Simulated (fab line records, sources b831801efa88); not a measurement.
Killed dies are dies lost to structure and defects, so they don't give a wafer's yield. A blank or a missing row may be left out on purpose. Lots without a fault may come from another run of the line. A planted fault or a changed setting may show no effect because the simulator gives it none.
fab line records | flow sfq_line
record lots=15 wafers=45 last_day=87
route steps=325 shown I0@56 I2@103 I3@134 M4@161
lots that met no fault: from a run of the same line without faults
start_h: hours from the record's first day to the start of the lot's first wafer shown | wait_h: hours since the lot's step before | " the same as in the row above | L1.1+2: a row that stands for several wafers | - no value, or no start given | * or withheld: withheld | < > ~ a bound
route shown NAME@n: a module of which the file shows steps, and the number in the route of the first | usual: mean/standard deviation of fault-free wafers | same: alike in all rows | chamber/n: place in a boat | sites: the reading at each site | _std_site: their standard deviation | _edge_site: outer sites' mean less inner sites' | radius_mm: how far each site lies from the wafer's centre | mask NAME#n: copy n | behind: the tool/chamber that last shaped the wafer | hold: why the lot was held/for how many hours/how that ended | device: the transistor (n, p or np) that didn't switch | end of line: the same wafers' tests at the end of the route | a step without rows: its recipe alone | killed: dies lost to structure and defects at the first sort, not the wafer's yield | map: a wafer's dies, x killed, . not, _ none there
set.NAME: the setting as run; set.NAME@STEP: as run at that earlier step | model.NAME: the simulator's own value behind a step, which no gauge read
steps of the route over a sample of lots; a table a step, a row a wafer
services: from which hour (start_h, from the record's first day; less than 0 if before it) a tool's chamber was out of use, for how many hours, and why
## steps
# step SFQ_TRILAYER_I0_VIA_STRIP_STRIP_035
# recipe gas=O2 power_w=200 platen_temp_c=40 overash_fraction=0.65 chemistry=O2 pressure_mtorr=50
# usual drypump_motor_current_A=5.61/0.29 he_backside_leak_sccm=3.21/0.29 oes_product_au=0.998/0.0089 platen_temp_c=40.02/0.12
# columns lot.wafer tool chamber start_h wait_h drypump_motor_current_A he_backside_leak_sccm oes_product_au platen_temp_c rf_hours_counter_h
L249.4 rie_metal-04 1 388.50 - 5.67 3.02 1.015 40.01 -
L249.5 " 1 " " 5.67 2.99 1.017 39.89 -
L249.6 " 0 " " 5.57 2.96 0.998 40.34 -
L250.1 rie_metal-01 0 402.43 - 5.23 2.97 0.991 39.98 28
L250.2 " 1 " " 5.95 3.08 0.989 40.11 42
L250.3 " 0 " " 5.21 3.18 0.988 40.10 -
L251.1 rie_metal-01 0 428.53 - 5.21 3.21 0.989 40.01 29
L251.2 " 1 " " 5.98 3.13 0.990 40.15 46
L251.6 " 0 " " 5.21 3.11 0.992 40.01 -
L252.1 rie_metal-04 0 434.53 - 5.59 3.03 1.004 39.98 28
L252.2 " 1 " " 5.69 3.17 1.013 40.07 13
L252.4 " 1 " " 5.65 3.22 1.008 40.02 -
L253.3 rie_metal-02 1 437.13 - 5.77 3.59 0.985 39.95 -
L253.4 " 0 " " 5.57 3.15 1.012 39.89 -
L253.5 " 1 " " 5.80 3.72 0.992 40.00 -
L254.3 rie_metal-01 1 443.13 - 5.97 3.28 1.002 39.90 -
L254.4 " 0 " " 5.20 3.05 1.000 39.95 -
L254.5 " 1 " " 5.96 3.22 0.998 39.91 -
L255.1 rie_metal-01 0 460.93 - 5.20 3.21 0.992 39.84 33
L255.4 " 1 " " 5.97 3.27 0.984 39.77 -
L255.6 " 0 " " 5.23 3.06 0.994 39.80 -
L256.1 rie_metal-01 1 471.73 - 6.00 3.09 0.996 40.07 53
L256.5 " 1 " " 6.00 3.14 0.989 40.10 -
L256.6 " 0 " " 5.23 3.06 1.001 39.99 -
L257.2 rie_metal-04 1 481.46 - 5.68 3.08 1.007 39.88 21
L257.3 " 0 " " 5.61 3.09 1.009 39.95 -
L257.5 " 1 " " 5.67 3.28 1.001 39.96 -
L258.1 rie_metal-01 1 492.37 - 5.96 3.25 0.980 39.89 56
L258.3 " 1 " " 5.96 3.10 0.983 40.05 -
L258.4 " 0 " " 5.20 3.09 0.986 40.12 -
L259.1 rie_metal-01 1 505.70 - 5.98 3.05 0.991 40.19 58
L259.3 " 1 " " 5.99 3.13 0.989 40.21 -
L259.4 " 0 " " 5.20 3.23 0.996 40.01 -
L267.1 rie_metal-01 0 593.49 - 5.18 3.21 0.987 40.03 54
L267.4 " 0 " " 5.18 3.32 0.994 40.05 -
L267.5 " 0 " " 5.22 3.21 0.992 40.04 -
L268.3 rie_metal-04 1 598.49 - 5.67 3.24 1.011 39.86 -
L268.4 " 0 " " 5.60 3.12 1.016 40.07 -
L268.6 " 1 " " 5.63 3.33 1.009 39.78 -
L271.2 rie_metal-04 0 622.29 - 5.58 3.17 1.005 39.82 49
L271.4 " 1 " " 5.66 3.13 0.996 40.19 -
L271.6 " 1 " " 5.66 3.15 1.007 40.26 -
L272.1 rie_metal-01 1 633.31 - 5.95 3.28 0.991 39.90 76
L272.3 " 1 " " 5.95 3.31 0.996 40.04 -
L272.5 " 0 " " 5.24 3.22 1.000 40.00 -
# step SFQ_TRILAYER_I2_DEP_PECVD_063
# recipe material=SiO2 temp_c=150 time_s=111.11 pressure_torr=2.4 rf_w=183.3 precursor=SiH4/N2O target_thk_nm=500
# usual heater_power_w=86/9.8 throttle_valve_pct=24.8/1.4
# columns lot.wafer tool chamber start_h wait_h heater_power_w throttle_valve_pct
L249.4 pecvd-02 2 562.82 0.0 75 24.4
L249.5 " 0 " " 88 24.9
L249.6 " 1 " " 94 26.1
L250.1 pecvd-02 2 573.13 0.0 69 24.3
L250.2 " 0 " " 90 24.8
L250.3 " 1 " " 99 25.9
L251.1 pecvd-02 0 633.50 0.0 96 24.4
L251.2 " 2 " " 81 24.5
L251.6 " 1 " " 101 26.3
L252.1 pecvd-04 2 634.70 0.0 77 24.0
L252.2 " 0 " " 101 21.9
L252.4 " 2 " " 81 24.1
L253.3 pecvd-01 2 635.90 0.0 88 26.9
L253.4 " 2 " " 87 26.5
L253.5 " 1 " " 98 23.8
L254.3 pecvd-02 0 637.10 0.0 84 24.8
L254.4 " 0 " " 87 24.7
L254.5 " 1 " " 100 26.2
L255.1 pecvd-01 0 774.43 0.0 72 25.2
L255.4 " 1 " " 100 24.1
L255.6 " 2 " " 77 26.3
L256.1 pecvd-02 1 777.89 0.0 96 26.6
L256.5 " 0 " " 89 25.1
L256.6 " 1 " " 96 26.5
L257.2 pecvd-02 0 794.69 0.0 90 25.3
L257.3 " 2 " " 74 24.6
L257.5 " 1 " " 96 26.7
L258.1 pecvd-02 2 803.09 0.0 77 24.7
L258.3 " 1 " " 91 26.6
L258.4 " 0 " " 78 25.4
L259.1 pecvd-02 1 815.57 0.0 101 26.6
L259.3 " 0 " " 90 25.3
L259.4 " 0 " " 95 25.2
L267.1 pecvd-01 2 882.63 0.0 90 26.4
L267.4 " 0 " " 71 25.5
L267.5 " 1 " " 97 24.1
L268.3 pecvd-04 1 889.22 0.0 84 23.1
L268.4 " 1 " " 89 22.8
L268.6 " 2 " " 78 24.6
L271.2 pecvd-04 2 922.99 0.0 78 24.5
L271.4 " 2 " " 81 24.6
L271.6 " 0 " " 97 22.6
L272.1 pecvd-01 0 926.07 0.0 75 25.2
L272.3 " 1 " " 100 24.1
L272.5 " 0 " " 59 25.2
# step SFQ_TRILAYER_I3_CMP_CMP_082
# recipe material=SiO2 down_force_psi=3 platen_rpm=60 pad_velocity_m_s=0.94248
# usual motor_current_A=10.1/1 time_to_endpoint_s=216/6.7
# columns lot.wafer tool chamber start_h wait_h motor_current_A time_to_endpoint_s
L249.4 cmp-01 0 713.12 6.1 9.0 227
L249.5 " 1 " " 8.5 210
L249.6 " 2 " " 8.8 221
L250.3 cmp-01 3 723.62 4.5 9.9 213
L250.2 " 0 " " 9.2 219
L250.1 " 2 725.12 6.0 9.5 216
L251.1 cmp-02 3 919.70 1.4 11.2 211
L251.2 " 0 " " 8.8 210
L251.6 " 2 921.20 2.9 10.9 212
L252.4 cmp-02 0 926.06 2.8 9.1 226
L252.2 " 1 " " 10.7 220
L252.1 " 2 " " 11.6 216
L253.3 cmp-02 1 929.56 5.0 10.8 216
L253.4 " 2 " " 11.6 214
L253.5 " 0 931.06 6.4 8.4 225
L254.4 cmp-02 3 935.56 6.1 10.5 221
L254.3 " 1 936.56 7.2 11.7 225
L254.5 " 3 937.56 8.1 10.5 220
L255.1 cmp-02 3 1062.65 0.0 10.5 215
L255.4 " 1 1063.65 1.0 10.8 230
L255.6 " 0 1065.15 2.5 8.6 223
L256.1 cmp-01 2 1067.95 0.5 9.0 211
L256.6 " 1 1069.45 2.0 8.8 217
L256.5 " 2 " " 9.5 218
L257.3 cmp-01 3 1088.45 5.4 10.2 213
L257.2 " 1 1089.45 6.4 8.5 207
L257.5 " 3 1090.45 7.4 9.9 288
L258.3 cmp-01 2 1094.45 5.0 9.6 224
L258.1 " 3 " " 10.1 217
L258.4 " 1 1095.95 6.5 8.2 295
L259.4 cmp-01 0 1108.62 0.0 9.3 290
L259.1 " 1 " " 8.6 198
L259.3 " 3 1110.12 1.5 9.7 213
L267.4 cmp-02 3 1184.44 1.0 10.0 224
L267.1 " 0 " " 9.2 207
L267.5 " 2 1185.94 2.5 11.2 214
L268.3 cmp-02 0 1189.94 0.5 9.1 224
L268.4 " 2 1190.94 1.5 11.7 215
L268.6 " 3 " " 11.3 220
L271.2 cmp-02 2 1215.07 2.8 11.2 204
L271.4 " 0 1216.07 3.7 9.0 214
L271.6 " 1 " " 11.0 203
L272.3 cmp-02 3 1218.07 4.7 11.2 208
L272.1 " 1 1219.07 5.7 10.9 206
L272.5 " 2 " " 11.2 214
# step SFQ_I3_BOW_MEAS_922
# recipe mode=bow
# usual I3_BOW=5/7.9
# columns lot.wafer tool chamber start_h wait_h I3_BOW[um]
L249.4 film_metro-01 - 714.68 1.1 11
L249.5 " - " " 10
L249.6 " - " " 9
L250.1 film_metro-02 - 726.62 1.0 12
L250.2 " - " " 8
L250.3 " - " " 10
L251.1 film_metro-04 - 921.70 1.5 -1
L251.2 " - " " 7
L251.6 " - " " -5
L252.1 film_metro-04 - 929.06 1.5 10
L252.2 " - " " 15
L252.4 " - " " 10
L253.3 film_metro-02 - 932.10 2.0 9
L253.4 " - " " 3
L253.5 " - " " 9
L254.3 film_metro-04 - 938.10 1.0 -2
L254.4 " - " " 1
L254.5 " - " " -6
L255.1 film_metro-04 - 1065.65 2.5 -1
L255.4 " - " " 12
L255.6 " - " " 1
L256.1 film_metro-04 - 1070.45 2.0 0
L256.5 " - " " -8
L256.6 " - " " -6
L257.2 film_metro-01 - 1091.47 1.5 2
L257.3 " - " " 1
L257.5 " - " " -4
L257.2 film_metro-01 - 1092.79 1.3 -
L257.3 " - " " -
L257.5 " - " " -
L258.1 film_metro-01 - 1097.45 2.0 21
L258.3 " - " " -1
L258.4 " - " " 2
L258.1 film_metro-01 - 1098.77 1.3 -
L258.3 " - " " -
L258.4 " - " " -
L259.1 film_metro-01 - 1111.62 2.0 -4
L259.3 " - " " 0
L259.4 " - " " 3
L259.1 film_metro-01 - 1112.94 1.3 -
L259.3 " - " " -
L259.4 " - " " -
L267.1 film_metro-01 - 1186.44 1.0 23
L267.4 " - " " 2
L267.5 " - " " 6
L268.3 film_metro-04 - 1192.48 2.0 3
L268.4 " - " " 3
L268.6 " - " " 15
L271.2 film_metro-02 - 1217.59 2.0 -13
L271.4 " - " " 3
L271.6 " - " " 3
L272.1 film_metro-01 - 1220.57 1.0 -1
L272.3 " - " " -4
L272.5 " - " " 1
# step SFQ_TRILAYER_I3_METRO_MEASURE_083
# usual thk_nm=199.6/0.92
# columns lot.wafer tool chamber start_h wait_h thk_nm
L249.4 film_metro-01 - 715.34 0.6 199.8
L249.5 " - " " 198.3
L249.6 " - " " 200.4
L250.1 film_metro-02 - 726.74 0.1 199.1
L250.2 " - " " 200.5
L250.3 " - " " 199.2
L251.1 film_metro-04 - 921.82 0.1 200.5
L251.2 " - " " 200.0
L251.6 " - " " 199.4
L252.1 film_metro-04 - 929.18 0.1 198.3
L252.2 " - " " 199.7
L252.4 " - " " 200.1
L253.3 film_metro-02 - 932.58 0.5 199.8
L253.4 " - " " 198.9
L253.5 " - " " 200.6
L254.3 film_metro-04 - 938.58 0.5 200.3
L254.4 " - " " 200.6
L254.5 " - " " 200.8
L255.1 film_metro-04 - 1065.77 0.1 199.2
L255.4 " - " " 201.6
L255.6 " - " " 200.6
L256.1 film_metro-04 - 1070.57 0.1 199.4
L256.5 " - " " 200.0
L256.6 " - " " 199.4
L257.2 film_metro-02 - 1094.85 2.0 198.5
L257.3 " - " " 198.9
L257.5 " - " " 307.9
L257.2 film_metro-02 - 1096.22 1.2 198.6
L257.3 " - " " 198.9
L257.5 " - " " 307.6
L258.1 film_metro-01 - 1103.94 5.1 198.8
L258.3 " - " " 197.8
L258.4 " - " " 309.7
L258.1 film_metro-01 - 1105.30 1.2 198.5
L258.3 " - " " 197.9
L258.4 " - " " 309.9
L259.1 film_metro-01 - 1115.57 2.6 197.9
L259.3 " - " " 199.3
L259.4 " - " " 308.9
L259.1 film_metro-01 - 1116.94 1.2 197.9
L259.3 " - " " 199.3
L259.4 " - " " 308.8
L267.1 film_metro-01 - 1186.56 0.1 200.5
L267.4 " - " " 200.1
L267.5 " - " " 199.1
L268.3 film_metro-04 - 1192.96 0.5 198.8
L268.4 " - " " 199.5
L268.6 " - " " 199.3
L271.2 film_metro-02 - 1217.89 0.3 199.0
L271.4 " - " " 200.6
L271.6 " - " " 199.1
L272.1 film_metro-01 - 1220.69 0.1 198.8
L272.3 " - " " 199.4
L272.5 " - " " 199.5
# step SFQ_TRILAYER_I3_VIA_ETCH_VIA_ETCH_088
# recipe target=SiO2 stop_on=Nb mask_material=PR taper_deg=20 chemistry=CHF3 target_depth_nm=260 source_w=500 bias_w=80 pressure_mtorr=30 time_s=withheld
# usual drypump_motor_current_A=5.8/0.61 oes_product_au=0.853/0.0055
# columns lot.wafer tool chamber start_h wait_h drypump_motor_current_A oes_product_au
L249.4 rie_diel-01 3 719.34 0.0 6.1 0.863
L249.5 " 1 " " 5.0 0.847
L249.6 " 2 " " 5.8 0.859
L250.1 rie_diel-03 3 730.27 0.0 5.8 0.851
L250.2 " 1 " " 6.8 0.850
L250.3 " 0 " " 6.2 0.846
L251.1 rie_diel-03 2 926.35 0.0 6.4 0.852
L251.2 " 1 " " 6.8 0.865
L251.6 " 3 " " 5.8 0.854
L252.1 rie_diel-04 3 933.26 0.0 6.1 0.853
L252.2 " 1 " " 4.9 0.849
L252.4 " 2 " " 5.2 0.851
L253.3 rie_diel-04 1 938.55 0.0 4.9 0.853
L253.4 " 3 " " 6.0 0.856
L253.5 " 1 " " 4.9 0.860
L254.3 rie_diel-03 1 941.71 0.0 6.8 0.858
L254.4 " 2 " " 6.4 0.853
L254.5 " 2 " " 6.4 0.861
L255.1 rie_diel-03 2 1069.30 0.0 6.4 0.851
L255.4 " 3 " " 5.8 0.869
L255.6 " 2 " " 6.4 0.862
L256.1 rie_diel-01 3 1074.14 0.0 6.0 0.857
L256.5 " 1 " " 5.0 0.867
L256.6 " 0 " " 5.5 0.854
L257.2 rie_diel-01 1 1102.89 0.0 5.0 0.859
L257.3 " 0 " " 5.5 0.855
L257.5 " 0 " " 5.5 0.985
L258.1 rie_diel-04 2 1115.72 0.0 5.2 0.846
L258.3 " 0 " " 5.0 0.848
L258.4 " 1 " " 4.9 1.001
L259.1 rie_diel-03 1 1122.69 0.0 6.8 0.856
L259.3 " 3 " " 5.8 0.852
L259.4 " 2 " " 6.4 0.995
L267.1 rie_diel-03 3 1205.89 0.0 5.9 0.859
L267.4 " 1 " " 6.8 0.856
L267.5 " 1 " " 6.8 0.850
L268.3 rie_diel-04 1 1208.29 0.0 4.9 0.854
L268.4 " 2 " " 5.2 0.844
L268.6 " 1 " " 4.9 0.855
L271.2 rie_diel-01 3 1221.22 0.0 6.1 0.857
L271.4 " 0 " " 5.4 0.859
L271.6 " 1 " " 5.0 0.847
L272.1 rie_diel-03 0 1224.95 0.0 6.1 0.852
L272.3 " 2 " " 6.4 0.857
L272.5 " 1 " " 6.8 0.852
# step SFQ_TRILAYER_M4_STRIP_STRIP_097
# recipe gas=O2 power_w=200 platen_temp_c=40 overash_fraction=0.65 chemistry=O2 pressure_mtorr=50
# usual drypump_motor_current_A=5.6/0.51 he_backside_leak_sccm=3.5/0.34 oes_product_au=1.003/0.0089 platen_temp_c=40.02/0.11
# columns lot.wafer tool chamber start_h wait_h drypump_motor_current_A he_backside_leak_sccm oes_product_au platen_temp_c rf_hours_counter_h
L249.4 rie_metal-03 1 858.73 0.2 4.8 3.5 0.999 39.94 -
L249.5 " 0 " " 6.2 3.5 0.987 40.05 -
L249.6 " 1 " " 4.8 3.4 1.006 40.14 -
L250.1 rie_metal-02 0 859.86 0.1 5.6 3.0 1.007 39.95 84
L250.2 " 1 " " 5.8 3.6 1.003 40.03 4
L250.3 " 1 " " 5.8 3.8 1.008 40.08 -
L251.1 rie_metal-01 1 932.21 0.1 5.9 3.4 0.985 39.95 117
L251.2 " 0 " " 5.2 3.4 0.994 40.07 100
L251.6 " 1 " " 6.0 3.3 0.995 40.08 -
L252.1 rie_metal-02 0 948.23 0.1 5.6 3.2 1.001 40.01 95
L252.2 " 1 " " 5.8 3.6 1.015 39.92 14
L252.4 " 0 " " 5.6 3.2 1.000 39.98 -
L253.3 rie_metal-01 0 949.63 0.2 5.2 3.3 1.010 40.06 -
L253.4 " 1 " " 6.0 3.2 0.992 39.91 -
L253.5 " 0 " " 5.2 3.3 1.008 40.04 -
L254.3 rie_metal-03 0 950.83 0.2 6.1 3.6 0.995 40.04 -
L254.4 " 1 " " 4.8 3.5 1.007 39.92 -
L254.5 " 0 " " 6.1 3.4 0.992 39.92 -
L255.1 rie_metal-03 0 1073.08 0.1 6.1 3.8 0.994 39.99 88
L255.4 " 0 " " 6.1 3.8 1.001 39.99 -
L255.6 " 1 " " 4.8 3.4 0.999 40.13 -
L256.1 rie_metal-03 1 1077.79 0.1 4.8 3.3 1.007 39.95 36
L256.5 " 1 " " 4.8 3.4 0.995 39.97 -
L256.6 " 0 " " 6.1 3.6 0.990 40.18 -
L257.2 rie_metal-03 1 1106.86 0.1 4.8 3.3 1.010 40.03 39
L257.3 " 1 " " 4.8 3.3 1.003 39.98 -
L257.5 " 0 " " 6.1 3.7 1.000 40.00 -
L258.1 rie_metal-03 0 1120.65 0.1 6.2 3.8 0.998 39.98 92
L258.3 " 1 " " 4.8 3.4 1.012 40.26 -
L258.4 " 0 " " 6.2 3.7 0.982 39.93 -
L259.1 rie_metal-02 0 1126.97 0.1 5.6 3.3 1.003 40.14 118
L259.3 " 0 " " 5.6 3.3 1.002 39.95 -
L259.4 " 1 " " 5.8 3.8 1.015 40.04 -
L267.1 rie_metal-02 1 1211.02 0.2 5.8 5.0 1.019 40.08 51
L267.4 " 1 " " 5.8 3.8 1.013 39.97 -
L267.5 " 1 " " 5.8 3.8 1.023 40.22 -
L268.3 rie_metal-03 0 1212.74 0.2 6.1 3.9 0.988 39.93 -
L268.4 " 1 " " 4.8 3.3 1.009 39.77 -
L268.6 " 0 " " 6.2 3.8 0.991 39.92 -
L271.2 rie_metal-03 0 1226.29 0.1 6.1 3.7 0.983 40.04 116
L271.4 " 0 " " 6.2 3.6 0.993 40.02 -
L271.6 " 0 " " 6.2 3.9 0.988 40.03 -
L272.1 rie_metal-01 1 1229.22 0.1 6.0 3.3 1.012 40.08 23
L272.3 " 1 " " 6.0 3.1 1.009 40.03 -
L272.5 " 1 " " 6.0 3.2 1.009 39.86 -
## services
# columns tool chamber start_h hours kind
rie_metal-01 0 403.58 17.5 repair
cmp-02 - 405.62 1.3 repair
cmp-02 - 406.91 4.0 pm
rie_metal-01 0 435.32 2.9 repair
rie_metal-01 1 469.18 1.5 repair
cmp-02 - 478.83 3.5 repair
cmp-02 - 552.68 0.4 repair
rie_metal-01 1 566.09 3.0 repair
rie_metal-01 - 637.56 1.4 pm
cmp-02 - 672.31 1.1 repair
cmp-02 - 688.41 4.9 pm
cmp-02 - 723.68 1.3 repair
rie_metal-01 - 725.69 1.1 repair
cmp-02 - 746.91 4.0 pm
cmp-02 - 835.19 1.6 repair
cmp-02 - 903.55 1.2 repair
rie_metal-01 - 912.48 0.6 repair
rie_metal-01 0 964.48 3.1 repair
rie_metal-01 1 996.87 20.7 repair
cmp-02 - 1032.48 4.6 repair
cmp-02 - 1040.75 0.6 repair
cmp-02 - 1049.54 4.0 repair
cmp-02 - 1056.54 5.3 pm
rie_metal-01 - 1115.71 0.1 repair
## key
first_sign step=SFQ_TRILAYER_I3_CMP_CMP_082 reading=time_to_endpoint_s direction=up sigmas=11 usual=* struck=*
effect step=SFQ_I3_BOW_MEAS_922 reading=visit direction=added
effect step=SFQ_TRILAYER_I3_METRO_MEASURE_083 reading=visit direction=added
effect step=SFQ_TRILAYER_I3_METRO_MEASURE_083 reading=thk_nm direction=up sigmas=99+ usual=199.6 struck=308.8
effect step=SFQ_TRILAYER_I3_VIA_ETCH_VIA_ETCH_088 reading=oes_product_au direction=up sigmas=26 usual=0.853 struck=0.994
met_at SFQ_TRILAYER_I3_CMP_CMP_082
struck_lots L257,L258,L259
struck_wafers L257.5,L258.4,L259.4
not_acting_at SFQ_TRILAYER_I0_VIA_STRIP_STRIP_035,SFQ_TRILAYER_I2_DEP_PECVD_063,SFQ_TRILAYER_M4_STRIP_STRIP_097
fault kind=process_parameter_drift tool=cmp-01 chamber=- onset_h=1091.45 steps=SFQ_TRILAYER_I3_CMP_CMP_082 channel=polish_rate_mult offset=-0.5 shape=step end_h=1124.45 scope=struck_wafers_only
